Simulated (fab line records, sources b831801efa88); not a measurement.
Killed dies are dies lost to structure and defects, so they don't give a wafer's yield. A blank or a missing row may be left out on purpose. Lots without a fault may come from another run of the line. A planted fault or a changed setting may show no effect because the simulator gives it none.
A struck lot beside a sound one | flow sky130 | 26 steps out of a route of 708
Sound: wafers L500.1, L500.2, L500.6. Struck: wafer L491.2. (L491.3, L491.6 of the same lot were not struck and are left out.) The cause comes at the end.
At each step with rows: each side's tool, then ch and its chambers, then its first start. Under that, the readings that differ: sound wafers | struck wafers | difference of the means | sigmas: that difference in standard deviations of wafers without a fault.
alike: readings whose means differ by less than 2 such deviations, and words and numbers that are the same on both sides. not compared: withheld readings, readings that some wafer has no value for, bounds like >300 that may hide the same value, and numbers for which the record gives no deviation and whose values overlap.
The two part at a step that has a row with sigmas, a row that says differs or no value, or rows on one side only. Numbers that don't overlap but have no deviation are shown without sigmas and don't part them. A reading that every wafer of one side lacks parts them only if that side has two wafers or more.

first, 6 steps without rows for these wafers: SKY_SD_N_IMPLANT_10; SKY_SD_N_STRIP_11 (strips in O2/N2); SKY_SD_N_CLEAN_13 (cleans in SC1/SC2, time 150 s); SKY_SD_N_RTA_14 (time 2 s); SKY_SALICIDE_CLEAN_00 (cleans in HF-last, time 30 s); SKY_LI_CONTACT_HDPCVD_00 (deposits PSG, target thk 930 nm, time 155 s).
SKY_LI_CONTACT_CMP_02: polishes PSG.
  sound on cmp-02 ch 1,2,3, day 33 04:56; struck on cmp-01 ch 3, day 30 15:09
  reading                                       | sound           | struck | difference | sigmas
  time_to_endpoint_s (s)                        | 36.2 32.5 35.0  | 21.1   | -13.5      | -6
  model.PSG_of_LI_CONTACT_HDPCVD_00.thk_nm (nm) | 596.8 596 597.5 | 655.4  | +58.6      |
  alike: motor_current_A, slurry_flow_ml_min
then, 9 steps without rows for these wafers: SKY_LI_CONTACT_DEHYDRATE_04 (time 60 s); SKY_LI_CONTACT_HMDS_05 (prime time 60 s); SKY_LI_CONTACT_COAT_06 (resist thk 60 nm); SKY_LI_CONTACT_COAT_07 (resist thk 450 nm); SKY_LI_CONTACT_SOFTBAKE_08 (time 90 s); SKY_LI_CONTACT_EXPOSE_09 (exposes mask LICM1, target cd 170 nm); SKY_LI_CONTACT_PEB_10; SKY_LI_CONTACT_DEVELOP_11 (develop time 60 s); SKY_LI_CONTACT_ETCH_14 (etches BARC in N2/H2, stops on SiO2, time 45.9 s, target depth 60 nm).
SKY_LI_CONTACT_ETCH_15: etches PSG in C4F8/O2/Ar, stops on Si, target depth 600 nm.
  sound on rie_diel-02 ch 0,1,3, day 34 09:03; struck on rie_diel-03 ch 1, day 31 19:39
  reading                                | sound             | struck | difference | sigmas
  oes_product_au (a.u.)                  | 0.843 0.834 0.841 | 0.886  | +0.047     | +10
  model.LI_CONTACT.feature_depth_nm (nm) | 596.8 596 597.5   | 655.4  | +58.6      |
  model.etch.depth_nm (nm)               | 596.8 596 597.5   | 655.4  | +58.6      |
then, 6 steps without rows for these wafers: SKY_LI_CONTACT_STRIP_16 (strips in O2/N2); SKY_LI_CONTACT_CLEAN_17 (cleans in NMP, time 600 s); SKY_LI_CONTACT_PRE_CLEAN_18 (time 5.6 s); SKY_LI_CONTACT_SPUTTER_19 (material Ti, target thk 20 nm, time 106.37 s); SKY_LI_CONTACT_SPUTTER_20 (material TiN, target thk 20 nm, time 80 s); SKY_LI_CONTACT_CVD_21 (deposits W, target thk 400 nm, time 120.56 s).
SKY_LI_CONTACT_CMP_24: polishes, stops on PSG, t overpolish 20 s, target thk 0 nm.
  sound on cmp-01 ch 0,1, day 34 09:56; struck on cmp-02 ch 2, day 31 20:28
  reading                                       | sound             | struck | difference | sigmas
  motor_current_A (A)                           | 12.0 11.0 11.3    | 9.1    | -2.3       | -2
  slurry_flow_ml_min                            | 150.7 149.7 149.2 | 149.0  | -0.9       | -2
  model.PSG_of_LI_CONTACT_HDPCVD_00.thk_nm (nm) | 587.3 586.5 588.1 | 646    | +59        |
then, 1 step without rows for these wafers: SKY_LOCAL_INTERCONNECT_SPUTTER_00 (material TiN, target thk 100 nm, time 83.3 s).
-- the record jumps here: 16 days lie between the struck wafers' starts before and after (it left off in module LOCAL_INTERCONNECT and takes up again in module PAD_OPEN, whose first step shown is number 708 of the route) --
SKY_PAD_OPEN_PROBE_99:
  sound on prober-01, day 49 15:03; struck on prober-02, day 47 20:59
  reading                             | sound             | struck | difference | sigmas
  model.etest.licon_pdiff.rc_ohm      | 578.5 565.1 576   | 610.8  | +37.6      |
  model.etest.cap_li_to_poly.c_af_um2 | 99.51 99.09 104.4 | 83.58  | -17.42     |
  model.etest.licon_ndiff.rc_ohm      | 175.4 175.8 180.6 | 196.5  | +19.2      |
  model.etest.licon_poly.rc_ohm       | 150.7 146.8 148.2 | 154.8  | +6.2       |
  model.etest.cap_li_to_well.c_af_um2 | 36.57 37.28 36.46 | 34.49  | -2.28      |
  alike: killed_at_M0_to_M3, killed_at_M4_up, killed_at_contacts, killed_at_front_end, killed_at_other, killed_dies, killed_open, killed_short

WHERE THEY PART
First at SKY_LI_CONTACT_CMP_02; last, within this record, at SKY_LI_CONTACT_CMP_24. Later steps at which nothing parts them and some readings are alike: SKY_PAD_OPEN_PROBE_99.

WHY: what the simulator had put in
Process parameter drift: cmp-01, from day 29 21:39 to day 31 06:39, at SKY_LI_CONTACT_CMP_02. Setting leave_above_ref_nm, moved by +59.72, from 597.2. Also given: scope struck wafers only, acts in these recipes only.
